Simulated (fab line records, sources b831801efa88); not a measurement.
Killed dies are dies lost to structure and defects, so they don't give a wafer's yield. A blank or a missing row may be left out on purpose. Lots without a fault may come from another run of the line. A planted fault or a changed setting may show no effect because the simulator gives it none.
One fault seen from 2 desks | flow gf180mcu | each desk has only its own numbers; what lay behind them comes last

THE METROLOGY DESK
What the gauges read, lot by lot, whatever tool the lot ran on: means of the sampled wafers that have a number. A lot is out of limits, marked OUT, if its mean lies more than 4 standard deviations from the usual mean; the brackets give that distance.
Columns: A = V1_W_RS at GF_V1_RS_MEAS_24, usual 0.3285 ohm/sq; B = M2_ALCU_THK at GF_M2_THK_MEAS_06, usual 457 nm; C = V2_W_RS at GF_V2_RS_MEAS_24, usual 0.329 ohm/sq; D = V2_W_THK at GF_V2_THK_MEAS_25, usual 344 nm
lot  | first seen here | A      | B   | C     | D
L839 | day 18 07:13    | 0.3287 | 453 | 0.328 | 343
L840 | day 19 04:37    | 0.3280 | 460 | 0.330 | 347
L842 | day 19 18:53    | 0.3313 | 444 | 0.323 | 348
L844 | day 20 14:56    | 0.3234 | 462 | 0.334 | 344
L845 | day 21 06:38    | 0.3305 | 458 | 0.341 | 328
L855 | day 24 06:11    | 0.3288 | 453 | 0.334 | 343
L856 | day 24 13:37    | 0.3300 | 451 | 0.329 | 340
L857 | day 24 21:55    | 0.3324 | 468 | 0.333 | 338
L858 | day 25 04:09    | 0.3284 | 459 | 0.329 | 344
L859 | day 25 13:59    | 0.3264 | 466 | 0.333 | 340
L860 | day 25 23:10    | 0.3300 | 465 | 0.328 | 345
L861 | day 26 00:13    | 0.3316 | 451 | 0.326 | 348
This desk's finding: nothing out of limits on any of the 12 lots.

THE TOOL OWNER'S DESK: cvd_w-01
The tool's own readings at GF_V2_CVD_23 (deposits W, target thk 350 nm, time 104.94 s): means of the sampled wafers that have a number, for each lot that ran on this tool. A lot is out of limits, marked OUT, if its mean lies more than 4 standard deviations from the usual mean; the brackets give that distance.
Columns: A = heater_power_w at GF_V2_CVD_23, usual 849 W
lot  | first seen here | A
L839 | day 20 10:36    | 794
L842 | day 21 21:07    | 807
L844 | day 22 17:34    | 813
L845 | day 23 07:21    | 789
L858 | day 27 00:40    | 799
L860 | day 27 19:19    | 824
L861 | day 27 20:25    | 789
This desk's finding: nothing out of limits on any of the 7 lots.

PUT TOGETHER
The metrology desk saw nothing out of limits.
The tool owner's desk saw nothing out of limits.

WHAT THE SIMULATOR HAD PUT IN
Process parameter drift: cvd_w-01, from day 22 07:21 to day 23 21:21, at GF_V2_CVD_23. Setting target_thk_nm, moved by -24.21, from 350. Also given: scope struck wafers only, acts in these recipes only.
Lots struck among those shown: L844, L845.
